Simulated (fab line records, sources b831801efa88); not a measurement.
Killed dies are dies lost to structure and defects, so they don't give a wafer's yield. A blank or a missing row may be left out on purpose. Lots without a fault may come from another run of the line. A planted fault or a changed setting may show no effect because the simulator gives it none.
Chamber matching | flow sky130 | SKY_CONTACT_CVD_00 on pecvd-01: 3 sister chambers
The step deposits Si3N4, target thk 75 nm. 3 wafers are shown with their chamber, then 9 later ones without.

WAFERS WITH THEIR CHAMBER
wafer  | chamber | susceptor_temp_C (C)
L087.4 | 2       | 400.00
L090.5 | 0       | 400.16
L090.6 | 1       | 399.77

WAFERS WITHOUT THEIR CHAMBER
wafer  | susceptor_temp_C (C)
L094.2 | 399.82
L094.3 | 400.28
L094.4 | 399.57
L092.2 | 399.73
L092.4 | 399.99
L092.6 | 399.80
L097.2 | 399.88
L097.3 | 399.84
L097.5 | 399.63

WHICH CHAMBER EACH WENT THROUGH
wafer  | from the rows above          | in truth
L094.2 | can't be placed: 1 or 2      | 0
L094.3 | can't be placed: 0 or 2      | 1
L094.4 | 1                            | 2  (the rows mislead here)
L092.2 | 1                            | 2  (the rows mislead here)
L092.4 | can't be placed: 2 or 0      | 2
L092.6 | can't be placed: 1 or 2      | 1
L097.2 | can't be placed: 1 or 2 or 0 | 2
L097.3 | can't be placed: 1 or 2      | 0
L097.5 | 1                            | 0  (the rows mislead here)
Placed correctly: 0 of 9. Can't be placed from these rows: 6 (the true chamber is among the candidates in 3). Placed wrongly: 3.
How it was worked out, from the rows above alone: a wafer's distance from a chamber is the root of the sum, over the readings, of the square of ((its reading less the chamber's mean) divided by the reading's scatter). The wafer belongs to the nearest chamber; if the next one is less than 2 further off, it can't be placed. A chamber's mean is the mean of its shown wafers. The scatter: with one shown wafer a chamber, the root of the mean of the squares of how far each hidden wafer lies from its nearest shown one.
